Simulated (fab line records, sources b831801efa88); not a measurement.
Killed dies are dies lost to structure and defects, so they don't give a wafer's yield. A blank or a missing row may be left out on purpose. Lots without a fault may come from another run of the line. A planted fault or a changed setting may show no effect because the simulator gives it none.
Which tool did it? | flow gf180mcu | 13 lots, 39 wafers sampled, at 6 steps of a route of 602

WHAT THE GAUGES READ, wafer by wafer
GF_HV_LDD_THK_MEAS_55.
lot  | measured     | on            | HV_LDD_CVD_54_THK (nm)
L916 | day 12 22:00 | film_metro-04 | 9.97 9.95 9.93
L917 | day 13 06:48 | film_metro-01 | 10.18 10.06 10.27
L918 | day 13 16:37 | film_metro-03 | 10.12 10.34 10.34
L919 | day 13 21:54 | film_metro-01 | 9.97 10.02 9.97
L920 | day 14 09:08 | film_metro-03 | 9.97 10.09 10.04
L921 | day 14 13:06 | film_metro-01 | 10.18 10.45 10.22
L922 | day 14 21:20 | film_metro-04 | 10.12 10.11 10.05
L925 | day 15 21:05 | film_metro-04 | 10.25 10.36 10.36
L927 | day 16 15:07 | film_metro-01 | 9.80 9.86 9.77
L930 | day 17 14:39 | film_metro-01 | 10.15 10.17 10.12
L931 | day 17 20:41 | film_metro-03 | 10.09 10.10 9.99
L937 | day 20 00:32 | film_metro-04 | 9.83 10.04 9.92
L938 | day 20 07:10 | film_metro-04 | 9.78 9.63 9.59

GF_PSD_TW_MEAS_11.
lot  | measured     | on            | PSD_TW
L916 | day 14 17:08 | film_metro-02 | 3157 3157 3165
L917 | day 15 03:05 | film_metro-02 | 3164 3167 3171
L918 | day 15 13:11 | film_metro-02 | 3160 3171 3168
L919 | day 15 19:05 | film_metro-01 | 3216 3214 3237
L920 | day 16 06:31 | film_metro-04 | 3143 3144 3127
L921 | day 16 10:29 | film_metro-01 | 3189 3211 3201
L922 | day 16 19:19 | film_metro-01 | 3194 3198 3205
L925 | day 17 19:43 | film_metro-04 | 3168 3164 3162
L927 | day 18 14:34 | film_metro-02 | 3160 3172 3182
L930 | day 19 18:38 | film_metro-01 | 3222 3224 3185
L931 | day 19 22:00 | film_metro-01 | 30 30 30
L937 | day 22 02:34 | film_metro-01 | 3181 3190 3184
L938 | day 22 09:02 | film_metro-01 | 3201 3181 3217

GF_SAB_THK_MEAS_01.
lot  | measured     | on            | SAB_CVD_00_THK (nm)
L916 | day 14 17:35 | film_metro-02 | 49.0 50.1 50.1
L917 | day 15 03:32 | film_metro-02 | 49.9 51.0 50.8
L918 | day 15 13:38 | film_metro-03 | 48.6 49.6 49.3
L919 | day 15 19:32 | film_metro-03 | 50.5 50.1 51.6
L920 | day 16 06:58 | film_metro-04 | 49.6 50.1 50.3
L921 | day 16 10:56 | film_metro-04 | 49.9 51.0 51.0
L922 | day 16 19:46 | film_metro-02 | 49.8 49.7 50.8
L925 | day 17 20:11 | film_metro-04 | 48.6 49.7 50.1
L927 | day 18 15:01 | film_metro-03 | 49.2 49.4 49.5
L930 | day 19 19:05 | film_metro-03 | 49.9 50.3 50.4
L931 | day 19 22:28 | film_metro-03 | 49.5 49.9 49.5
L937 | day 22 03:01 | film_metro-04 | 49.5 50.3 50.4
L938 | day 22 09:29 | film_metro-02 | 49.9 51.6 50.9

WHICH TOOL RAN EACH LOT (tool, then ch and the chambers of the sampled wafers, then the start)
lot  | GF_HV_LDD_RTA_52                 | GF_NSD_STRIP_11                      | GF_PSD_STRIP_10
L916 | rtp_anneal-01 ch 0, day 12 20:47 | plasma_asher-04 ch 0,1, day 13 19:59 | plasma_asher-02 ch 0, day 14 17:01
L917 | rtp_anneal-02 ch 0, day 13 05:35 | plasma_asher-04 ch 0,1, day 14 05:26 | plasma_asher-03 ch 0,1, day 15 02:58
L918 | rtp_anneal-02 ch 0, day 13 15:24 | plasma_asher-03 ch 0,1, day 14 15:13 | plasma_asher-03 ch 0,1, day 15 13:06
L919 | rtp_anneal-02 ch 0, day 13 20:41 | plasma_asher-03 ch 0,1, day 14 20:53 | plasma_asher-04 ch 0,1, day 15 18:58
L920 | rtp_anneal-02 ch 0, day 14 07:56 | plasma_asher-04 ch 1, day 15 07:59   | plasma_asher-03 ch 1, day 16 06:25
L921 | rtp_anneal-02 ch 0, day 14 11:20 | plasma_asher-03 ch 0,1, day 15 12:16 | plasma_asher-03 ch 1, day 16 10:22
L922 | rtp_anneal-02 ch 0, day 14 20:08 | plasma_asher-03 ch 1, day 15 21:25   | plasma_asher-03 ch 0,1, day 16 19:13
L925 | rtp_anneal-02 ch 0, day 15 19:53 | plasma_asher-03 ch 0,1, day 16 21:05 | plasma_asher-04 ch 0,1, day 17 19:37
L927 | rtp_anneal-02 ch 0, day 16 13:54 | plasma_asher-04 ch 0,1, day 17 14:59 | plasma_asher-04 ch 0,1, day 18 14:28
L930 | rtp_anneal-01 ch 0, day 17 13:26 | plasma_asher-04 ch 0,1, day 18 18:07 | plasma_asher-04 ch 0,1, day 19 18:31
L931 | rtp_anneal-02 ch 0, day 17 19:29 | plasma_asher-04 ch 0,1, day 18 21:37 | plasma_asher-03 ch 0,1, day 19 21:55
L937 | rtp_anneal-02 ch 0, day 19 22:50 | plasma_asher-03 ch 0,1, day 21 02:58 | plasma_asher-02 ch 0,1, day 22 02:28
L938 | rtp_anneal-01 ch 0, day 20 05:57 | plasma_asher-01 ch 0,1, day 21 09:18 | plasma_asher-02 ch 0,1, day 22 08:57
- GF_HV_LDD_RTA_52: time 10 s.
- GF_NSD_STRIP_11: strips in O2/N2.
- GF_PSD_STRIP_10: strips in O2/N2.

WHAT THE TOOLS THEMSELVES READ (means of the sampled wafers that have a number; where no wafer has one, the mark that the record gives instead)
GF_HV_LDD_RTA_52.
lot  | tool          | anneal_temp_c_max | lamp_power_pct (%) | wafer_temp_C_max
L916 | rtp_anneal-01 | 1003.4            | 28.5               | 1006.1
L917 | rtp_anneal-02 | 1003.7            | 31.3               | 1004.2
L918 | rtp_anneal-02 | 1004.3            | 31.3               | 1005.6
L919 | rtp_anneal-02 | 1003.4            | 31.3               | 1005.1
L920 | rtp_anneal-02 | 1004.6            | 31.3               | 1004.6
L921 | rtp_anneal-02 | 1003.0            | 31.3               | 1005.2
L922 | rtp_anneal-02 | 1004.4            | 31.3               | 1005.2
L925 | rtp_anneal-02 | 1004.5            | 31.3               | 1005.3
L927 | rtp_anneal-02 | 1004.9            | 31.3               | 1004.9
L930 | rtp_anneal-01 | 1002.9            | 28.6               | 1006.6
L931 | rtp_anneal-02 | 1004.2            | 31.3               | 1004.6
L937 | rtp_anneal-02 | 1004.0            | 31.3               | 1005.1
L938 | rtp_anneal-01 | 1003.0            | 28.6               | 1006.9

GF_NSD_STRIP_11.
lot  | tool            | drypump_motor_current_A (A) | heater_power_w (W) | oes_product_au (a.u.) | strip_time_to_endpoint_s (s)
L916 | plasma_asher-04 | 5.6                         | 372                | 0.482                 | 23.18
L917 | plasma_asher-04 | 5.5                         | 374                | 0.485                 | 23.11
L918 | plasma_asher-03 | 5.9                         | 309                | 0.493                 | 23.12
L919 | plasma_asher-03 | 6.2                         | 306                | 0.485                 | 23.15
L920 | plasma_asher-04 | 5.5                         | 375                | 0.483                 | 23.18
L921 | plasma_asher-03 | 6.2                         | 309                | 0.496                 | 23.14
L922 | plasma_asher-03 | 6.5                         | 304                | 0.480                 | 23.16
L925 | plasma_asher-03 | 5.9                         | 311                | 0.484                 | 23.14
L927 | plasma_asher-04 | 5.6                         | 375                | 0.482                 | 23.15
L930 | plasma_asher-04 | 5.5                         | 369                | 0.487                 | 23.09
L931 | plasma_asher-04 | 5.5                         | 370                | 0.486                 | -
L937 | plasma_asher-03 | 6.2                         | 325                | 0.487                 | 23.12
L938 | plasma_asher-01 | 5.9                         | 324                | 0.487                 | 23.12

GF_PSD_STRIP_10.
lot  | tool            | drypump_motor_current_A (A) | heater_power_w (W) | oes_product_au (a.u.) | strip_time_to_endpoint_s (s)
L916 | plasma_asher-02 | 5.8                         | 394                | 0.593                 | 16.57
L917 | plasma_asher-03 | 6.2                         | 307                | 0.591                 | 16.57
L918 | plasma_asher-03 | 5.9                         | 309                | 0.591                 | 16.49
L919 | plasma_asher-04 | 5.5                         | 375                | 0.593                 | 16.48
L920 | plasma_asher-03 | 6.5                         | 303                | 0.589                 | 16.51
L921 | plasma_asher-03 | 6.4                         | 302                | 0.590                 | 16.47
L922 | plasma_asher-03 | 6.2                         | 310                | 0.591                 | 16.46
L925 | plasma_asher-04 | 5.5                         | 373                | 0.588                 | 16.55
L927 | plasma_asher-04 | 5.5                         | 368                | 0.588                 | 16.52
L930 | plasma_asher-04 | 5.5                         | 370                | 0.589                 | 16.49
L931 | plasma_asher-03 | 6.2                         | 320                | 0.626                 | 22.50
L937 | plasma_asher-02 | 5.9                         | 386                | 0.593                 | 16.52
L938 | plasma_asher-02 | 5.8                         | 396                | 0.592                 | 16.53

THE ANSWER, worked out from the rows above alone
Rule: what is usual is taken from the lots themselves. Put in order of their means at a reading, lots are off if they are a third of the lots or fewer, leave a main group of 4 or more, and stand apart from it by a gap of 3 or more times the standard deviation of the main group's means; of several such gaps the widest counts. A main group whose means are all the same, to the digits that the tables above print for the reading, isn't used. A lot without any number at a reading at which 4 lots or more have one is off too. The other lots that the step has rows for count as sound. The gauges are gone through in route order, then the tools' own readings, and for those a lot's mean is taken as printed above. The first step at which some lot is off is used, and at that step the reading that is off furthest; a lot without a number counts as furthest.
Off: L931, at GF_PSD_TW_MEAS_11 (PSD_TW). The main group: mean 3182, standard deviation 24.
A tool fits if, at a process step before that reading, it ran every lot that is off, and no sound lot after the first of them. The gauges at GF_PSD_TW_MEAS_11 aren't tried: what is off there is off at GF_NSD_STRIP_11 too, on other tools, and a gauge's error can't cause that. Can't be told from this: 2 tools fit, plasma_asher-04 at GF_NSD_STRIP_11, plasma_asher-03 at GF_PSD_STRIP_10.

WHAT THE SIMULATOR HAD PUT IN
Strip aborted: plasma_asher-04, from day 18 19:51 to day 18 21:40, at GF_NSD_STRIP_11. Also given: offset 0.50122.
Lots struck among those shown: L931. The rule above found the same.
